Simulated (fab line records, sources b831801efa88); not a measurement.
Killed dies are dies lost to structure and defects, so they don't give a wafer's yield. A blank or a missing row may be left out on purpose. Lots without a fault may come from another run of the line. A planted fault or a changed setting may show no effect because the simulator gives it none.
Tool commonality check | flow gf180mcu | 12 lots, 36 wafers sampled

WHY IT WAS OPENED
At GF_V5_THK_MEAS_03 the reading V5_CVD_02_THK is flagged on 2 of 12 lots. Wafers without a fault read 1445 nm, standard deviation 19.
Rule: a lot is flagged when every wafer of it that has a number lies more than 4 standard deviations from that mean, or none has a number. The other lots count as sound.

lot  | measured     | on            | V5_CVD_02_THK (nm), wafer by wafer | flag
L689 | day 26 08:01 | film_metro-04 | 1426 1432 1441                     |
L690 | day 26 16:20 | film_metro-01 | 1424 1451 1474                     |
L691 | day 27 00:35 | film_metro-01 | 1439 1482 1459                     |
L692 | day 27 14:45 | film_metro-01 | 1469 1463 1470                     |
L700 | day 30 01:40 | film_metro-04 | 1240 1240 1257                     | FLAGGED
L702 | day 30 06:25 | film_metro-02 | 1429 1418 1443                     |
L701 | day 30 14:28 | film_metro-01 | 1259 1263 1260                     | FLAGGED
L704 | day 30 22:45 | film_metro-04 | 1412 1443 1449                     |
L705 | day 31 03:52 | film_metro-02 | 1438 1425 1444                     |
L706 | day 31 08:35 | film_metro-01 | 1449 1442 1478                     |
L708 | day 31 22:17 | film_metro-01 | 1422 1452 1476                     |
L711 | day 32 11:24 | film_metro-01 | 1404 1424 1452                     |
The numbers of the flagged lots are 1253 nm on average: -192 nm against the usual, or -10 standard deviations.

WHICH TOOL RAN EACH LOT
The record holds 3 process steps before the reading, out of a route of 602 steps. In each cell: the tool, then ch and the chambers that the sampled wafers went through, then the start.
lot  | flag    | GF_MIM_SPUTTER_01            | GF_M5_STRIP_11                       | GF_V5_CVD_02
L689 |         | pvd_sputter-03, day 24 12:34 | plasma_asher-04 ch 0,1, day 26 07:17 | pecvd-04 ch 1,2, day 26 07:53
L690 |         | pvd_sputter-03, day 24 20:41 | plasma_asher-03 ch 0,1, day 26 15:37 | pecvd-03 ch 1,2, day 26 16:13
L691 |         | pvd_sputter-03, day 25 05:23 | plasma_asher-03 ch 0,1, day 26 23:50 | pecvd-03 ch 0,1,2, day 27 00:28
L692 |         | pvd_sputter-03, day 25 19:08 | plasma_asher-02 ch 0,1, day 27 13:56 | pecvd-01 ch 0,1, day 27 14:37
L700 | FLAGGED | pvd_sputter-02, day 28 10:07 | plasma_asher-03 ch 0,1, day 30 00:50 | pecvd-03 ch 0,1,2, day 30 01:34
L702 |         | pvd_sputter-01, day 28 14:37 | plasma_asher-04 ch 0,1, day 30 05:38 | pecvd-04 ch 0,1, day 30 06:18
L701 | FLAGGED | pvd_sputter-02, day 29 00:05 | plasma_asher-02 ch 0,1, day 30 13:40 | pecvd-03 ch 0,2, day 30 14:19
L704 |         | pvd_sputter-01, day 29 07:30 | plasma_asher-02 ch 0,1, day 30 21:58 | pecvd-01 ch 1,2, day 30 22:38
L705 |         | pvd_sputter-03, day 29 14:26 | plasma_asher-02 ch 0,1, day 31 03:04 | pecvd-01 ch 0,2, day 31 03:45
L706 |         | pvd_sputter-03, day 29 19:14 | plasma_asher-04 ch 0,1, day 31 07:52 | pecvd-01 ch 0,1, day 31 08:28
L708 |         | pvd_sputter-01, day 30 08:36 | plasma_asher-04 ch 0,1, day 31 21:28 | pecvd-01 ch 0,1, day 31 22:11
L711 |         | pvd_sputter-03, day 31 00:15 | plasma_asher-02 ch 1, day 32 10:38   | pecvd-01 ch 0,2, day 32 11:17
What these steps do:
- GF_MIM_SPUTTER_01: material TiN, target thk 30 nm, time 25 s.
- GF_M5_STRIP_11: strips in O2/N2.
- GF_V5_CVD_02: deposits SiO2 from TEOS, target thk 1450 nm, time 163.28 s.
- GF_V5_THK_MEAS_03

FLAGGED OVER TOTAL, TOOL BY TOOL (the gauges that took the reading come last)
step              | tool            | lots run | flagged | share of the flagged lots | sound lots run after its first flagged lot
GF_MIM_SPUTTER_01 | pvd_sputter-01  | 3        | 0       | none                      | -
GF_MIM_SPUTTER_01 | pvd_sputter-02  | 2        | 2       | all                       | 0
GF_MIM_SPUTTER_01 | pvd_sputter-03  | 7        | 0       | none                      | -
GF_M5_STRIP_11    | plasma_asher-02 | 5        | 1       | some                      | 3 (L704,L705,L711)
GF_M5_STRIP_11    | plasma_asher-03 | 3        | 1       | some                      | 0
GF_M5_STRIP_11    | plasma_asher-04 | 4        | 0       | none                      | -
GF_V5_CVD_02      | pecvd-01        | 6        | 0       | none                      | -
GF_V5_CVD_02      | pecvd-03        | 4        | 2       | all                       | 0
GF_V5_CVD_02      | pecvd-04        | 2        | 0       | none                      | -
GF_V5_THK_MEAS_03 | film_metro-01   | 7        | 1       | some                      | 3 (L706,L708,L711)
GF_V5_THK_MEAS_03 | film_metro-02   | 2        | 0       | none                      | -
GF_V5_THK_MEAS_03 | film_metro-04   | 3        | 1       | some                      | 1 (L704)

WHAT THE TABLE ALLOWS
2 rows of the table ran every flagged lot: pvd_sputter-02 at GF_MIM_SPUTTER_01, pecvd-03 at GF_V5_CVD_02.
- pvd_sputter-02 at GF_MIM_SPUTTER_01: 2 of its 2 lots flagged. It ran no sound lot before its first flagged lot in this sample, so the start can't be narrowed down.
- pecvd-03 at GF_V5_CVD_02: 2 of its 4 lots flagged. Its last sound lot is L691 (day 27 00:28), its first flagged lot L700 (day 30 01:34): a fault that began between those two fits. Its own readings lie more than 4 standard deviations out on every wafer of the flagged lots: rf_fwd_power_W.
Counting lots can't tell these 2 tools apart, because each fits a fault that began at some hour. More lots, or a look at what each step does to the wafer, might.

WHAT THE SIMULATOR HAD PUT IN
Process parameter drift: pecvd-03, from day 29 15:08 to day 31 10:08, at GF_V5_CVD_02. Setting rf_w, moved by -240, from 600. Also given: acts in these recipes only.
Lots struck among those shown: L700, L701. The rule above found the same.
